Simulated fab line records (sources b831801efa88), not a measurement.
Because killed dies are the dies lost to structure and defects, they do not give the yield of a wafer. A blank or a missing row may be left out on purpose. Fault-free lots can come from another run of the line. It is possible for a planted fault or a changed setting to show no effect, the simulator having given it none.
A struck lot beside a sound one	flow gf180mcu	17 steps out of a route of 602
Sound: the wafers L267.2, L267.5, L267.6. Wafers L273.1, L273.4, L273.5 were the ones struck. The cause is given at the end.
Per side, at each step with rows, come the tool, then ch with its chambers, and then its first start. Under that, the readings that differ: sound wafers	struck wafers	difference of the means	sigmas: that difference in standard deviations of wafers without a fault.
alike: a reading whose means differ by less than 2 such deviations, as well as words and numbers matching on both sides. not compared: withheld readings; readings where some wafer has no value; bounds like >300 that might hide an equal value; numbers whose values overlap and for which the record gives no deviation.
Wherever a step has rows on one side only, a row that says differs or no value, or a row with sigmas, the two part there. When numbers do not overlap yet have no deviation, they are printed without sigmas and do not part them. A reading that every wafer of one side lacks parts them only if that side has two wafers or more.

first, 3 steps without rows for these wafers: GF_V4_EXPOSE_11 (exposes mask Via4, target cd 260 nm); GF_V4_PEB_12 (peb time 90 s); GF_V4_DEVELOP_13 (develop time 60 s).
GF_V4_CD_MEAS_14: the cd target is 260 nm.
  struck on cd sem-01, day 27 12:25; sound on cd sem-01, day 25 09:38
  alike: cd nm
GF_V4_OVL_MEAS_15:
  struck on overlay-02, day 27 12:32; sound on overlay-02, day 25 09:45
  alike: V4_OVL
then, 1 step without rows for these wafers: GF_V4_ETCH_16 (etches BARC in N2/H2).
GF_V4_ETCH_17: etches SiO2 in C4F8/O2/Ar, stops on TiN, target depth 630 nm.
  sound: rie diel-01 ch 1,2,3; struck: rie diel-01 ch 2,3
  alike: bias w, oes product au
GF_V4_STRIP_18: strips in O2/N2.
  sound on plasma asher-04 ch 0,1, day 25 09:55; struck on plasma asher-04 ch 0,1, day 27 12:43
  alike: drypump motor current A, heater power w, oes product au
  not compared: rf hours counter h
then, 2 steps without rows for these wafers: GF_V4_STRIP_19 (strips in post etch residue remover, time 1200 s); GF_V4_CLEAN_20 (cleans in DIW).
GF_V4_SPUTTER_21: material Ti, target thk 15 nm, time 80.02 s.
  struck on pvd sputter-01, day 27 13:14; sound on pvd sputter-01, day 25 10:48
  alike: cathode dc power W, throttle valve pct
GF_V4_SPUTTER_22: material TiN, target thk 10 nm, time 40 s.
  struck on pvd sputter-01, day 27 13:18; sound on pvd sputter-01, day 25 10:52
  alike: cathode dc power W, throttle valve pct
GF_V4_CVD_23: deposits W, target thk 350 nm, time 104.9 s.
  sound on cvd w-02 ch 0,1, day 25 10:54; struck on cvd w-01 ch 1, day 27 13:20
reading	sound	struck	difference	sigmas
model.W_of_V4_CVD_23.thk nm (nm)	346 348 346.1	130.2 132.8 130.9	-215.4	
  alike: heater power outer w, heater power w, susceptor temp C
GF_V4_RS_MEAS_24: a four-point-probe measurement.
  struck on film metro-04, day 27 13:27; sound on film metro-01, day 25 11:02
reading	sound	struck	difference	sigmas
V4_W_RS (ohm/sq)	0.331 0.329 0.331	0.896 0.877 0.889	+0.557	+98
GF_V4_THK_MEAS_25: measures by xrf.
  struck on film metro-04, day 27 13:34; sound on film metro-01, day 25 11:08
reading	sound	struck	difference	sigmas
V4_W_THK (nm)	344 346 344	130 132 131	-214	-33
GF_V4_CMP_26: polishes, stops on SiO2, t overpolish 15 s, target thk 0 nm.
  sound on cmp-01 ch 0,3, day 25 11:11; struck on cmp-01 ch 0,2,3, day 27 13:38
reading	sound	struck	difference	sigmas
time to endpoint s (s)	84 82 84	31 31 33	-52	-16
  alike: edge zone pressure frac, motor current A
GF_MIM_SPUTTER_00: material Ti, target thk 37.5 nm, time 150 s.
  struck on pvd sputter-04, day 27 13:56; sound on pvd sputter-03, day 25 11:29
  alike: cathode dc power W, throttle valve pct

## WHERE THEY PART
First at GF_V4_RS_MEAS_24; last, within this record, at GF_V4_CMP_26. Later steps at which nothing parts them and some readings are alike: GF_MIM_SPUTTER_00.

WHY: what the simulator had put in
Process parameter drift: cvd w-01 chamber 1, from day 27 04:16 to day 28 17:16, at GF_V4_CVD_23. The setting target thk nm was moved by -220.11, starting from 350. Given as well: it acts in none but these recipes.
